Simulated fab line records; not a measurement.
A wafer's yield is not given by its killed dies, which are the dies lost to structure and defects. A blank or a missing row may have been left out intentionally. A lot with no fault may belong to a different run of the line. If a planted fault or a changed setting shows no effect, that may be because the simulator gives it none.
Which tool was responsible?    flow sky130    24 lots, 72 wafers sampled, at 5 steps of a route of 708

== WHAT THE GAUGES SHOWED, per wafer ==
SKY_CAP2M_THK_MEAS_04: measures by xrf. Usual: for CAP2M_TIN_THK the level is 200.3 nm and the standard deviation is 2.3.
lot   measured      on             CAP2M_TIN_THK (nm)  flag
L074  day 40 00:52  film_metro-02  203.1 201.3 202.3   
L075  day 40 01:14  film_metro-03  197.0 199.2 197.8   
L076  day 40 04:53  film_metro-04  196.2 197.7 195.4   
L077  day 40 12:49  film_metro-04  201.4 198.7 199.6   
L078  day 40 18:58  film_metro-04  199.3 199.6 200.0   
L079  day 41 04:59  film_metro-03  199.8 200.6 198.7   
L080  day 41 10:15  film_metro-02  202.1 201.1 202.2   
L081  day 42 00:59  film_metro-02  202.7 203.5 203.8   
L082  day 42 06:51  film_metro-02  198.6 198.9 199.7   
L084  day 42 19:05  film_metro-02  203.3 198.4 202.9   
L083  day 42 19:31  film_metro-03  201.6 199.7 202.0   
L086  day 43 19:46  film_metro-02  196.8 198.0 200.1   
L085  day 43 22:56  film_metro-03  200.9 203.3 203.5   
L088  day 44 12:32  film_metro-04  197.9 197.4 196.4   
L087  day 44 13:50  film_metro-04  201.4 199.7 198.4   
L089  day 44 16:26  film_metro-04  200.4 201.3 198.3   
L090  day 44 22:17  film_metro-02  201.4 201.4 200.0   
L091  day 45 03:02  film_metro-04  201.0 203.4 200.1   
L092  day 45 03:36  film_metro-02  201.9 202.8 199.9   
L093  day 45 10:08  film_metro-03  201.4 202.8 202.4   
L094  day 45 11:01  film_metro-04  200.1 201.5 200.2   
L095  day 45 13:28  film_metro-04  198.9 199.4 198.2   
L096  day 46 01:38  film_metro-02  199.8 198.6 198.8   
L097  day 46 11:42  film_metro-04  202.5 202.3 202.6   

SKY_METAL4_CD_MEAS_13 targets a cd of 300 nm. Usual: cd_nm 300.0 nm, standard deviation 1.4.
lot   measured      on         cd_nm (nm)         flag
L074  day 42 01:59  cd_sem-01  298.0 297.8 297.9  
L075  day 42 02:37  cd_sem-01  297.7 297.9 297.7  
L076  day 42 05:53  cd_sem-02  298.7 298.4 299.6  
L077  day 42 12:35  cd_sem-01  298.8 298.1 298.7  
L078  day 42 19:23  cd_sem-02  301.0 300.8 301.2  
L079  day 43 04:01  cd_sem-02  299.9 301.1 301.6  
L080  day 43 09:20  cd_sem-02  299.6 301.4 299.3  
L081  day 43 22:55  cd_sem-02  298.8 299.9 298.5  
L082  day 44 05:48  cd_sem-01  299.4 299.5 301.2  
L084  day 44 17:07  cd_sem-01  298.7 298.1 297.9  
L083  day 44 17:47  cd_sem-02  301.9 300.9 302.1  
L086  day 45 15:53  cd_sem-02  299.1 297.7 297.8  
L085  day 45 19:38  cd_sem-01  301.5 300.3 302.1  
L088  day 46 07:04  cd_sem-01  300.4 299.6 300.8  
L087  day 46 09:23  cd_sem-02  300.0 299.6 300.4  
L089  day 46 12:17  cd_sem-02  300.4 299.6 298.7  
L090  day 46 16:30  cd_sem-01  299.2 299.6 299.4  
L091  day 46 20:42  cd_sem-01  302.1 300.8 300.9  
L092  day 46 22:09  cd_sem-02  301.2 300.4 300.8  
L093  day 47 04:14  cd_sem-02  299.0 300.1 300.3  
L094  day 47 04:45  cd_sem-02  302.4 301.6 300.9  
L095  day 47 06:46  cd_sem-02  299.4 301.0 301.9  
L096  day 47 18:21  cd_sem-01  299.7 298.4 301.3  
L097  day 48 03:23  cd_sem-02  302.0 302.6 302.7  

== EACH LOT AND THE TOOL THAT RAN IT (in order: tool; ch and the chambers of the sampled wafers; start) ==
lot   SKY_METAL2_METAL_ETCH_19           SKY_VIA2_ETCH_15                    SKY_VIA3_CMP_02
L074  rie_metal-04 ch 0,1, day 35 09:38  rie_diel-03 ch 2,3, day 36 13:38    cmp-02 ch 1,2, day 38 20:55
L075  rie_metal-01 ch 0,1, day 35 09:59  rie_diel-02 ch 1,2, day 36 13:46    cmp-02 ch 0,1, day 38 21:20
L076  rie_metal-01 ch 0,1, day 35 16:18  rie_diel-02 ch 1,3, day 36 19:35    cmp-02 ch 0,1,2, day 39 02:02
L077  rie_metal-01 ch 0,1, day 35 22:48  rie_diel-02 ch 1,3, day 37 02:25    cmp-02 ch 1,2,3, day 39 09:14
L078  rie_metal-01 ch 0,1, day 36 05:59  rie_diel-03 ch 0,2,3, day 37 09:20  cmp-01 ch 0,3, day 39 16:05
L079  rie_metal-01 ch 0, day 36 14:56    rie_diel-03 ch 1,2, day 37 18:26    cmp-02 ch 1,2, day 40 01:10
L080  rie_metal-02 ch 0,1, day 36 21:02  rie_diel-02 ch 1,2, day 38 00:20    cmp-02 ch 1,2, day 40 07:08
L081  rie_metal-04 ch 0,1, day 37 13:17  rie_diel-04 ch 1,2,3, day 38 15:59  cmp-02 ch 1,2,3, day 40 22:59
L082  rie_metal-01 ch 0,1, day 37 19:27  rie_diel-02 ch 1,2, day 38 22:38    cmp-02 ch 0,2,3, day 41 04:57
L084  rie_metal-04 ch 0,1, day 38 10:23  rie_diel-03 ch 1,2, day 39 13:20    cmp-02 ch 2,3, day 41 17:55
L083  rie_metal-02 ch 0,1, day 38 11:38  rie_diel-04 ch 0,1,2, day 39 14:02  cmp-01 ch 0,1,2, day 41 17:53
L086  rie_metal-01 ch 0,1, day 39 12:27  rie_diel-02 ch 0,2,3, day 40 14:35  cmp-01 ch 0,3, day 42 19:02
L085  rie_metal-02 ch 0,1, day 39 15:32  rie_diel-02 ch 0,2, day 40 17:44    cmp-01 ch 1,3, day 42 21:26
L088  rie_metal-01 ch 0,1, day 40 07:18  rie_diel-03 ch 0,1,2, day 41 09:20  cmp-01 ch 0,1,3, day 43 12:11
L087  rie_metal-04 ch 0,1, day 40 08:31  rie_diel-04 ch 0,2,3, day 41 10:38  cmp-02 ch 0,1, day 43 13:08
L089  rie_metal-04 ch 0,1, day 40 10:53  rie_diel-03 ch 1,2,3, day 41 12:11  cmp-02 ch 0,1,2, day 43 15:08
L090  rie_metal-04 ch 0,1, day 40 18:32  rie_diel-04 ch 1,2,3, day 41 20:11  cmp-02 ch 0,2,3, day 43 21:24
L091  rie_metal-02 ch 0,1, day 40 22:38  rie_diel-02 ch 1,2, day 41 23:50    cmp-02 ch 1,2,3, day 44 01:35
L092  rie_metal-04 ch 0,1, day 40 23:35  rie_diel-03 ch 1,2,3, day 42 01:32  cmp-01 ch 0,1,3, day 44 02:59
L093  rie_metal-01 ch 0,1, day 41 05:54  rie_diel-03 ch 0,2,3, day 42 07:41  cmp-01 ch 0,1,2, day 44 09:40
L094  rie_metal-04 ch 0,1, day 41 08:01  rie_diel-02 ch 2,3, day 42 09:26    cmp-01 ch 0,2,3, day 44 10:38
L095  rie_metal-01 ch 1, day 41 11:08    rie_diel-04 ch 1,2,3, day 42 12:14  cmp-01 ch 0,1,3, day 44 13:40
L096  rie_metal-04 ch 0, day 41 23:02    rie_diel-04 ch 2,3, day 42 23:56    cmp-02 ch 1,2,3, day 45 01:43
L097  rie_metal-04 ch 0,1, day 42 05:14  rie_diel-03 ch 1,2, day 43 05:29    cmp-02 ch 2,3, day 45 05:47
- SKY_METAL2_METAL_ETCH_19: etches the open film in Cl2/BCl3, stops on SiO2, target depth 360 nm, time 78 s.
- SKY_VIA2_ETCH_15: etches SiO2 in C4F8/O2/Ar, stops on TiN, target depth 546 nm, time 84 s.
- SKY_VIA3_CMP_02: polishes SiO2.

== AS READ BY THE TOOLS THEMSELVES (means over the sampled wafers that have a number; for cases with no such wafer, the mark the record gives instead) ==
SKY_METAL2_METAL_ETCH_19. Usual: drypump_motor_current_A 5.6 A, standard deviation 0.33; he_backside_leak_sccm 3.33 sccm, standard deviation 0.21; oes_product_au 0.855 a.u., standard deviation 0.0053; throttle_valve_pct 22.264 %, standard deviation 0.0095.
lot   tool          drypump_motor_current_A (A)  he_backside_leak_sccm (sccm)  oes_product_au (a.u.)  throttle_valve_pct (%)  flag
L074  rie_metal-04  5.9                          3.64                          0.854                  22.270                  
L075  rie_metal-01  5.4                          3.00                          0.850                  22.266                  
L076  rie_metal-01  5.2                          3.24                          0.856                  22.266                  
L077  rie_metal-01  5.4                          3.28                          0.858                  22.265                  
L078  rie_metal-01  5.4                          2.98                          0.857                  22.258                  
L079  rie_metal-01  5.5                          3.22                          0.856                  22.266                  
L080  rie_metal-02  5.9                          3.41                          0.846                  22.274                  
L081  rie_metal-04  5.7                          3.41                          0.855                  22.261                  
L082  rie_metal-01  5.4                          3.22                          0.855                  22.270                  
L084  rie_metal-04  5.7                          3.40                          0.857                  22.261                  
L083  rie_metal-02  5.9                          3.38                          0.855                  22.262                  
L086  rie_metal-01  5.4                          3.16                          0.850                  22.255                  
L085  rie_metal-02  6.0                          3.19                          0.853                  22.263                  
L088  rie_metal-01  5.2                          3.15                          0.856                  22.273                  
L087  rie_metal-04  5.7                          3.53                          0.855                  22.252                  
L089  rie_metal-04  5.7                          3.45                          0.859                  22.265                  
L090  rie_metal-04  5.9                          3.60                          0.854                  22.269                  
L091  rie_metal-02  6.0                          3.46                          0.855                  22.261                  
L092  rie_metal-04  5.7                          3.50                          0.858                  22.266                  
L093  rie_metal-01  5.2                          3.20                          0.862                  22.271                  
L094  rie_metal-04  5.9                          3.48                          0.855                  22.260                  
L095  rie_metal-01  5.1                          3.03                          0.854                  22.268                  
L096  rie_metal-04  6.0                          3.52                          0.853                  22.266                  
L097  rie_metal-04  5.9                          3.54                          0.856                  22.262                  

SKY_VIA2_ETCH_15. Usual: oes_product_au 0.940 a.u., standard deviation 0.0049.
lot   tool         oes_product_au (a.u.)  flag
L074  rie_diel-03  0.938                  
L075  rie_diel-02  0.939                  
L076  rie_diel-02  0.941                  
L077  rie_diel-02  0.940                  
L078  rie_diel-03  0.938                  
L079  rie_diel-03  0.937                  
L080  rie_diel-02  0.937                  
L081  rie_diel-04  0.942                  
L082  rie_diel-02  0.942                  
L084  rie_diel-03  0.936                  
L083  rie_diel-04  0.936                  
L086  rie_diel-02  0.944                  
L085  rie_diel-02  0.937                  
L088  rie_diel-03  0.942                  
L087  rie_diel-04  0.943                  
L089  rie_diel-03  0.941                  
L090  rie_diel-04  0.941                  
L091  rie_diel-02  0.941                  
L092  rie_diel-03  0.938                  
L093  rie_diel-03  0.937                  
L094  rie_diel-02  0.936                  
L095  rie_diel-04  0.938                  
L096  rie_diel-04  0.940                  
L097  rie_diel-03  0.942                  

SKY_VIA3_CMP_02. Usual: motor_current_A 12.8 A, standard deviation 0.92.
lot   tool    motor_current_A (A)  flag
L074  cmp-02  12.9                 
L075  cmp-02  12.8                 
L076  cmp-02  13.0                 
L077  cmp-02  13.0                 
L078  cmp-01  13.3                 
L079  cmp-02  12.9                 
L080  cmp-02  13.2                 
L081  cmp-02  12.8                 
L082  cmp-02  12.4                 
L084  cmp-02  12.1                 
L083  cmp-01  12.7                 
L086  cmp-01  13.3                 
L085  cmp-01  13.9                 
L088  cmp-01  13.8                 
L087  cmp-02  13.0                 
L089  cmp-02  12.9                 
L090  cmp-02  12.2                 
L091  cmp-02  12.9                 
L092  cmp-01  13.3                 
L093  cmp-01  12.4                 
L094  cmp-01  12.9                 
L095  cmp-01  13.6                 
L096  cmp-02  12.8                 
L097  cmp-02  12.1                 

== THE ANSWER, worked out from the rows above alone ==
Rule: take the mean of a lot's wafers that have a number; if it is more than 3 standard deviations from the usual mean, the lot is off. A lot without any number at a reading at which 4 lots or more have one is off too. The other lots that the step has rows for count as sound. Order of review: gauges by route order, followed by the tools' own readings, for which a lot's mean as printed above is used. At the first step where some lot is off, the reading lying furthest off is the one used; lots without a number count as furthest.
No lot is off on any of the readings shown, so nothing can be concluded from this.

== WHAT THE SIMULATOR PUT IN ==
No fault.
